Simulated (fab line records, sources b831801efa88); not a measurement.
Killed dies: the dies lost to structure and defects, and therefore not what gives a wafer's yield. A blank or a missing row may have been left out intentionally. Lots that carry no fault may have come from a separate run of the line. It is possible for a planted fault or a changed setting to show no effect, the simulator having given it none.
Which of the tools did it? ; flow sky130 ; 15 lots, 45 wafers sampled, at 6 steps of a route of 708

## WHAT THE GAUGES READ, wafer by wafer
SKY_CONTACT_RS_MEAS_25: measurement is done with a four-point probe. Usual: CONTACT_W_RS 0.334 ohm/sq, standard deviation 0.003.
lot;measured;on;CONTACT_W_RS (ohm/sq);flag
L969;day 33 02:20;film-metro-04;0.333 0.331 0.332;
L970;day 33 04:27;film-metro-03;0.337 0.334 0.337;
L972;day 33 16:55;film-metro-04;0.329 0.329 0.332;
L971;day 33 21:22;film-metro-03;0.340 0.328 0.336;
L973;day 34 00:59;film-metro-03;0.332 0.334 0.331;
L975;day 34 21:35;film-metro-02;0.331 0.329 0.335;
L976;day 35 02:43;film-metro-04;0.333 0.337 0.333;
L977;day 35 07:04;film-metro-04;0.337 0.334 0.341;
L981;day 36 23:42;film-metro-02;0.336 0.331 0.336;
L982;day 37 05:19;film-metro-03;0.337 0.338 0.331;
L983;day 37 12:31;film-metro-03;0.332 0.335 0.331;
L987;day 38 11:47;film-metro-02;0.336 0.332 0.334;
L988;day 38 16:08;film-metro-04;0.330 0.332 0.331;
L990;day 39 10:35;film-metro-04;0.338 0.333 0.335;
L992;day 39 15:22;film-metro-04;0.334 0.334 0.334;

SKY_METAL1_RS_MEAS_05: measurement is done with a four-point probe. Usual: METAL1_ALCU_RS 0.1269 ohm/sq, standard deviation 0.0015.
lot;measured;on;METAL1_ALCU_RS (ohm/sq);flag
L969;day 33 02:57;film-metro-04;0.1267 0.1293 0.1296;
L970;day 33 05:04;film-metro-04;0.1280 0.1251 0.1271;
L972;day 33 17:32;film-metro-04;0.1310 0.1282 0.1278;
L971;day 33 21:59;film-metro-01;0.1284 0.1273 0.1270;
L973;day 34 01:37;film-metro-03;0.1266 0.1264 0.1257;
L975;day 34 22:12;film-metro-04;0.1242 0.1263 0.1270;
L976;day 35 03:20;film-metro-01;0.1270 0.1268 0.1266;
L977;day 35 07:41;film-metro-04;0.1250 0.1256 0.1259;
L981;day 37 00:19;film-metro-01;0.0752 0.0753 0.0754;OFF
L982;day 37 05:56;film-metro-04;0.1260 0.0753 0.0758;OFF
L983;day 37 13:39;film-metro-01;0.1284 0.1277 0.0760;OFF
L987;day 38 12:25;film-metro-01;0.1262 0.1289 0.1259;
L988;day 38 16:46;film-metro-04;0.1271 0.1263 0.1255;
L990;day 39 11:12;film-metro-04;0.1278 0.1270 0.1277;
L992;day 39 15:59;film-metro-01;0.1261 0.1256 0.1272;

SKY_METAL1_THK_MEAS_06: measures by xrf. Usual: METAL1_ALCU_THK 246 nm, standard deviation 3.4.
lot;measured;on;METAL1_ALCU_THK (nm);flag
L969;day 33 03:04;film-metro-04;244 238 238;
L970;day 33 05:10;film-metro-04;243 248 245;
L972;day 33 17:40;film-metro-04;238 241 241;
L971;day 33 22:05;film-metro-01;246 248 249;
L973;day 34 01:44;film-metro-03;249 249 247;
L975;day 34 22:18;film-metro-04;250 245 245;
L976;day 35 03:28;film-metro-01;248 247 250;
L977;day 35 07:49;film-metro-04;250 248 248;
L981;day 37 00:25;film-metro-01;414 413 417;OFF
L982;day 37 06:03;film-metro-04;247 409 407;OFF
L983;day 37 13:46;film-metro-01;248 246 412;OFF
L987;day 38 12:32;film-metro-01;248 244 249;
L988;day 38 16:53;film-metro-04;246 247 248;
L990;day 39 11:19;film-metro-04;243 246 244;
L992;day 39 16:07;film-metro-01;250 252 250;

## WHICH TOOL RAN EACH LOT (tool, then ch and the chambers of the sampled wafers, then the start)
lot;SKY_CONTACT_ETCH_16;SKY_CONTACT_CVD_24;SKY_METAL1_SPUTTER_02
L969;rie-diel-04 ch 0,1,2, day 33 01:17;cvd-w-02 ch 0, day 33 02:08;pvd-sputter-01, day 33 02:50
L970;rie-diel-04 ch 0,1,3, day 33 03:22;cvd-w-01 ch 0, day 33 04:16;pvd-sputter-01, day 33 04:56
L972;rie-diel-02 ch 0,1,3, day 33 16:01;cvd-w-02 ch 0,1, day 33 16:48;pvd-sputter-04, day 33 17:27
L971;rie-diel-02 ch 0,1,2, day 33 20:26;cvd-w-01 ch 0,1, day 33 21:14;pvd-sputter-04, day 33 21:52
L973;rie-diel-01 ch 0,2,3, day 34 00:05;cvd-w-02 ch 0, day 34 00:53;pvd-sputter-03, day 34 01:31
L975;rie-diel-04 ch 0,2, day 34 20:38;cvd-w-02 ch 0,1, day 34 21:28;pvd-sputter-01, day 34 22:04
L976;rie-diel-02 ch 0,1, day 35 01:49;cvd-w-02 ch 0,1, day 35 02:37;pvd-sputter-03, day 35 03:15
L977;rie-diel-04 ch 1,3, day 35 06:10;cvd-w-02 ch 0,1, day 35 06:58;pvd-sputter-01, day 35 07:35
L981;rie-diel-04 ch 1,2,3, day 36 22:44;cvd-w-01 ch 0,1, day 36 23:34;pvd-sputter-01, day 37 00:10
L982;rie-diel-01 ch 1,2, day 37 04:23;cvd-w-02 ch 0,1, day 37 05:12;pvd-sputter-01, day 37 05:50
L983;rie-diel-02 ch 0,2, day 37 11:34;cvd-w-02 ch 0,1, day 37 12:25;pvd-sputter-01, day 37 13:34
L987;rie-diel-02 ch 1,2,3, day 38 10:35;cvd-w-02 ch 0,1, day 38 11:41;pvd-sputter-04, day 38 12:19
L988;rie-diel-04 ch 2,3, day 38 15:14;cvd-w-02 ch 0,1, day 38 16:02;pvd-sputter-03, day 38 16:40
L990;rie-diel-04 ch 0,1,2, day 39 09:35;cvd-w-01 ch 0,1, day 39 10:28;pvd-sputter-04, day 39 11:07
L992;rie-diel-01 ch 0,1,2, day 39 14:02;cvd-w-01 ch 0,1, day 39 15:16;pvd-sputter-01, day 39 15:54
- SKY_CONTACT_ETCH_16: etches BARC in N2/H2, stops on SiO2, time 45.9 s, target depth 60 nm.
- SKY_CONTACT_CVD_24: deposits W, target thk 340 nm, time 102.12 s.
- SKY_METAL1_SPUTTER_02: material AlCu, target thk 250 nm, time 13.3 s.

## AS READ BY THE TOOLS THEMSELVES (means over the sampled wafers that have a number; for cases with no such wafer, the mark the record gives instead)
SKY_CONTACT_ETCH_16. Usual: drypump-motor-current-A 5.67 A, standard deviation 0.29; oes-product-au 0.855 a.u., standard deviation 0.0047; throttle-valve-pct 13.225 %, standard deviation 0.0091.
lot;tool;drypump-motor-current-A (A);oes-product-au (a.u.);throttle-valve-pct (%);flag
L969;rie-diel-04;5.60;0.860;13.225;
L970;rie-diel-04;5.59;0.858;13.222;
L972;rie-diel-02;5.64;0.854;13.227;
L971;rie-diel-02;5.67;0.858;13.221;
L973;rie-diel-01;5.82;0.855;13.225;
L975;rie-diel-04;5.43;0.859;13.228;
L976;rie-diel-02;5.58;0.859;13.228;
L977;rie-diel-04;5.60;0.856;13.227;
L981;rie-diel-04;5.59;0.854;13.234;
L982;rie-diel-01;6.19;0.854;13.225;
L983;rie-diel-02;5.73;0.855;13.223;
L987;rie-diel-02;5.53;0.853;13.233;
L988;rie-diel-04;5.47;0.855;13.223;
L990;rie-diel-04;5.61;0.858;13.218;
L992;rie-diel-01;6.09;0.854;13.216;

SKY_CONTACT_CVD_24. Usual: heater-power-w reads 823 W (standard deviation 53).
lot;tool;heater-power-w (W);flag
L969;cvd-w-02;866;
L970;cvd-w-01;760;
L972;cvd-w-02;813;
L971;cvd-w-01;837;
L973;cvd-w-02;874;
L975;cvd-w-02;836;
L976;cvd-w-02;813;
L977;cvd-w-02;819;
L981;cvd-w-01;841;
L982;cvd-w-02;841;
L983;cvd-w-02;837;
L987;cvd-w-02;845;
L988;cvd-w-02;848;
L990;cvd-w-01;823;
L992;cvd-w-01;788;

SKY_METAL1_SPUTTER_02. Usual: throttle-valve-pct reads 30.0 % (standard deviation 0.83).
lot;tool;throttle-valve-pct (%);flag
L969;pvd-sputter-01;30.4;
L970;pvd-sputter-01;30.5;
L972;pvd-sputter-04;30.0;
L971;pvd-sputter-04;30.2;
L973;pvd-sputter-03;29.8;
L975;pvd-sputter-01;28.9;
L976;pvd-sputter-03;30.1;
L977;pvd-sputter-01;29.6;
L981;pvd-sputter-01;29.3;
L982;pvd-sputter-01;29.8;
L983;pvd-sputter-01;29.8;
L987;pvd-sputter-04;30.2;
L988;pvd-sputter-03;29.9;
L990;pvd-sputter-04;30.7;
L992;pvd-sputter-01;29.8;

## THE ANSWER, worked out from the rows above alone
Rule: take the mean of a lot's wafers that have a number; if it is more than 3 standard deviations from the usual mean, the lot is off. A lot without any number at a reading at which 4 lots or more have one is off too. Where the step has rows for the other lots, those lots are counted as sound. After the gauges, taken in route order, come the tools' own readings; for these a lot's mean is taken, as printed above. At the first step where some lot is off, the reading lying furthest off is the one used; lots without a number count as furthest.
Off: at SKY_METAL1_RS_MEAS_05 (METAL1_ALCU_RS), L981, L982, L983.
If a tool, at a process step before that reading, ran all the lots that are off and no sound lot after the first of them, it fits. The gauges at SKY_METAL1_RS_MEAS_05 are tried like those tools. No candidate that was tried fits.

## WHAT WAS PUT IN BY THE SIMULATOR
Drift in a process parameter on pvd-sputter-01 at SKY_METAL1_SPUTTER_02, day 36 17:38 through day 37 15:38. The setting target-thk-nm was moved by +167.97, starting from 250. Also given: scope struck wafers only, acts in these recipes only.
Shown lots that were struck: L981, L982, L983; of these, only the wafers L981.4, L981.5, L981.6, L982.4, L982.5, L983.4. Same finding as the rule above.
